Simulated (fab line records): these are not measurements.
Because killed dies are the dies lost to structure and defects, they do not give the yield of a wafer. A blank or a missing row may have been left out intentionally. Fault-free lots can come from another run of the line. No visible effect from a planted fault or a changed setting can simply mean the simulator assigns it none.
Code-filled problem report in 8D (eight disciplines) form | flow gf180mcu | the parts of the form that need people (team, actions taken, sign-off) are left out

1. PROBLEM STATEMENT
Mean NWELL_OVL at GF_NWELL_OVL_MEAS_07: 55.2 nm over 12 wafers in 4 lots; fault-free wafers: -0.4 nm, standard deviation 1.3. That is +43 standard deviations from the usual mean.
Seen first at day 7 03:33 on overlay-02, wafer L213.1. Wafers with a number at this step in the record: 39, from 13 lots. Rule for "out" (also "out of limits"): further than 4 standard deviations from the usual mean. The other wafers with a number count as sound.

2. WHAT THIS IS AND IS NOT
question                    | is                     | is not
which readings at this step | NWELL_OVL              | -
which lots                  | L213, L214, L215, L218 | L197, L198, L199, L201, L202, L204, L210, L216, L219
which wafers of those lots  | all that have a number | -
read on which gauges        | overlay-01, overlay-02 | -
when                        | from day 7 03:33       | up to then (21 sound wafers); but 6 sound wafers of L216, L219 came after

3. THE SUSPECTS, EACH WITH WHAT RULES IT OUT
Counting: a tool at a process step up to the reading stays a suspect if it ran every lot that is out and no sound lot after the first of them.
- the gauge at GF_NWELL_OVL_MEAS_07 has been ruled out. The wafers that are out were read on 2 gauges (overlay-01, overlay-02).
- iline-stepper-01 at GF_NWELL_EXPOSE_04 (exposes mask Nwell, target cd 860 nm): kept. It ran every lot that is out, first L213 (day 6 19:59), and no sound lot after that; its last sound lot up to then is L202 (day 4 07:54).
The count leaves iline-stepper-01 at GF_NWELL_EXPOSE_04.

4. THE CAUSE (what the simulator had put in)
Scanner matching overlay: iline-stepper-01, from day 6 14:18 on, at GF_NWELL_EXPOSE_04. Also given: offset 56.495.
Counting left only this tool.

5. THE EFFECT CHAIN, in route order
Rows list readings where the struck wafers' mean (over those with a number) sits beyond 3 standard deviations from the usual. Only readings whose record carries a usual standard deviation are examined. hours: median over the lots of the time between each lot's start at the first step of this table that gives one and its start at this step. sigmas: the change, counted in usual standard deviations.
hours | step                 | reading   | usual   | on struck wafers | change | sigmas
0     | GF_NWELL_OVL_MEAS_07 | NWELL_OVL | -0.4 nm | 55.2             | +55.6  | +43

6. HOW IT WOULD HAVE BEEN CAUGHT EARLIER
The first out-of-limits reading at a measuring or inspecting step in this record came at day 7 03:33, 13 hours after the fault's start at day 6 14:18.
Lots out: 4; of these, L215, L218 started GF_NWELL_EXPOSE_04 on iline-stepper-01 after day 7 03:33. A hold on the tool at that time would have spared those 2.
